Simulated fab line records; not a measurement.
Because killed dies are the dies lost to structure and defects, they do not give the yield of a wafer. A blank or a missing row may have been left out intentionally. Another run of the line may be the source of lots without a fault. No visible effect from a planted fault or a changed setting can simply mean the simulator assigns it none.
Which tool was responsible? || flow sky130 || 27 wafers from 9 lots sampled at 5 of the route's 708 steps

== WHAT THE GAUGES SHOWED, per wafer ==
SKY_METAL1_RS_MEAS_05: the measuring method here is four-point-probe.
{"lot": "L860", "measured": "day 33 23:13", "on": "film_metro-01", "METAL1_ALCU_RS (ohm/sq)": "0.1289 0.1277 0.1253"}
{"lot": "L861", "measured": "day 34 08:48", "on": "film_metro-01", "METAL1_ALCU_RS (ohm/sq)": "0.1246 0.1252 0.1251"}
{"lot": "L864", "measured": "day 35 02:58", "on": "film_metro-01", "METAL1_ALCU_RS (ohm/sq)": "0.1252 0.1260 0.1252"}
{"lot": "L865", "measured": "day 35 04:42", "on": "film_metro-01", "METAL1_ALCU_RS (ohm/sq)": "0.1263 0.1272 0.1259"}
{"lot": "L870", "measured": "day 37 04:08", "on": "film_metro-04", "METAL1_ALCU_RS (ohm/sq)": "0.1263 0.0818 0.1277 0.1265 0.0817 0.1278"}
{"lot": "L871", "measured": "day 37 04:43", "on": "film_metro-04", "METAL1_ALCU_RS (ohm/sq)": "0.1256 0.0809 0.1274 0.1256 0.0809 0.1276"}
{"lot": "L877", "measured": "day 39 06:47", "on": "film_metro-01", "METAL1_ALCU_RS (ohm/sq)": "0.1256 0.1255 0.1265"}
{"lot": "L878", "measured": "day 39 08:27", "on": "film_metro-04", "METAL1_ALCU_RS (ohm/sq)": "0.1293 0.1279 0.1265"}
{"lot": "L879", "measured": "day 39 13:14", "on": "film_metro-04", "METAL1_ALCU_RS (ohm/sq)": "0.1267 0.1260 0.1276"}

== EACH LOT AND THE TOOL THAT RAN IT (in order: tool; ch and the chambers of the sampled wafers; start) ==
{"lot": "L860", "SKY_CONTACT_CVD_24": "cvd_w-02 ch 0,1, day 33 22:28", "SKY_CONTACT_CMP_27": "cmp-02 ch 1,3, day 33 22:49", "SKY_METAL1_SPUTTER_02": "pvd_sputter-03, day 33 23:07", "SKY_METAL1_SPUTTER_04": "pvd_sputter-03, day 33 23:09"}
{"lot": "L861", "SKY_CONTACT_CVD_24": "cvd_w-02 ch 0,1, day 34 08:04", "SKY_CONTACT_CMP_27": "cmp-02 ch 1,2,3, day 34 08:25", "SKY_METAL1_SPUTTER_02": "pvd_sputter-04, day 34 08:40", "SKY_METAL1_SPUTTER_04": "pvd_sputter-04, day 34 08:43"}
{"lot": "L864", "SKY_CONTACT_CVD_24": "cvd_w-01 ch 0,1, day 35 02:14", "SKY_CONTACT_CMP_27": "cmp-02 ch 1,2,3, day 35 02:38", "SKY_METAL1_SPUTTER_02": "pvd_sputter-04, day 35 02:53", "SKY_METAL1_SPUTTER_04": "pvd_sputter-04, day 35 02:56"}
{"lot": "L865", "SKY_CONTACT_CVD_24": "cvd_w-02 ch 0,1, day 35 03:57", "SKY_CONTACT_CMP_27": "cmp-02 ch 0,3, day 35 04:14", "SKY_METAL1_SPUTTER_02": "pvd_sputter-03, day 35 04:35", "SKY_METAL1_SPUTTER_04": "pvd_sputter-03, day 35 04:38"}
{"lot": "L870", "SKY_CONTACT_CVD_24": "cvd_w-02 ch 0,1, day 37 03:24", "SKY_CONTACT_CMP_27": "cmp-01 ch 1,2, day 37 03:41", "SKY_METAL1_SPUTTER_02": "pvd_sputter-04, day 37 04:02", "SKY_METAL1_SPUTTER_04": "pvd_sputter-04, day 37 04:05"}
{"lot": "L871", "SKY_CONTACT_CVD_24": "cvd_w-01 ch 0,1, day 37 03:58", "SKY_CONTACT_CMP_27": "cmp-02 ch 1,2,3, day 37 04:16", "SKY_METAL1_SPUTTER_02": "pvd_sputter-04, day 37 04:37", "SKY_METAL1_SPUTTER_04": "pvd_sputter-04, day 37 04:39"}
{"lot": "L877", "SKY_CONTACT_CVD_24": "cvd_w-01 ch 0, day 39 06:03", "SKY_CONTACT_CMP_27": "cmp-02 ch 0,1,2, day 39 06:26", "SKY_METAL1_SPUTTER_02": "pvd_sputter-01, day 39 06:41", "SKY_METAL1_SPUTTER_04": "pvd_sputter-01, day 39 06:44"}
{"lot": "L878", "SKY_CONTACT_CVD_24": "cvd_w-02 ch 0,1, day 39 07:42", "SKY_CONTACT_CMP_27": "cmp-02 ch 0,2,3, day 39 08:08", "SKY_METAL1_SPUTTER_02": "pvd_sputter-03, day 39 08:20", "SKY_METAL1_SPUTTER_04": "pvd_sputter-03, day 39 08:23"}
{"lot": "L879", "SKY_CONTACT_CVD_24": "cvd_w-02 ch 0,1, day 39 12:23", "SKY_CONTACT_CMP_27": "cmp-02 ch 0,1,2, day 39 12:50", "SKY_METAL1_SPUTTER_02": "pvd_sputter-01, day 39 13:05", "SKY_METAL1_SPUTTER_04": "pvd_sputter-01, day 39 13:08"}
- SKY_CONTACT_CVD_24: deposits W, target thk 340 nm, time 102.12 s.
- SKY_CONTACT_CMP_27: polishes, stops on SiO2, t overpolish 15 s, target thk 0 nm.
- SKY_METAL1_SPUTTER_02: material AlCu, target thk 250 nm, time 13.3 s.
- SKY_METAL1_SPUTTER_04: material TiN, target thk 70 nm, time 58.3 s.

== THE ANSWER, worked out from the rows above alone ==
Rule: the usual values come from the lots themselves. Put in order of their means at a reading, lots are off if they are a third of the lots or fewer, leave a main group of 4 or more, and stand apart from it by a gap of 3 or more times the standard deviation of the main group's means; of several such gaps the widest counts. A main group is skipped when, at the precision printed for the reading in the tables above, its means are all equal. Also off: a lot with no number at a reading for which 4 or more lots have one. Any other lot the step has rows for is counted as sound.
Off: at SKY_METAL1_RS_MEAS_05 (METAL1_ALCU_RS), L870, L871. Main group: mean 0.1264 ohm/sq, sd 0.00096.
If a tool, at a process step before that reading, ran all the lots that are off and no sound lot after the first of them, it fits. Gauges at SKY_METAL1_RS_MEAS_05: tried the same way as those tools. One fits: SKY_METAL1_SPUTTER_02 and SKY_METAL1_SPUTTER_04 on pvd_sputter-04. At SKY_METAL1_SPUTTER_02 its last sound lot is L864 (day 35 02:53), its first lot that is off L870 (day 37 04:02): a fault that began between those two fits.

== WHAT HAD BEEN PUT IN BY THE SIMULATOR ==
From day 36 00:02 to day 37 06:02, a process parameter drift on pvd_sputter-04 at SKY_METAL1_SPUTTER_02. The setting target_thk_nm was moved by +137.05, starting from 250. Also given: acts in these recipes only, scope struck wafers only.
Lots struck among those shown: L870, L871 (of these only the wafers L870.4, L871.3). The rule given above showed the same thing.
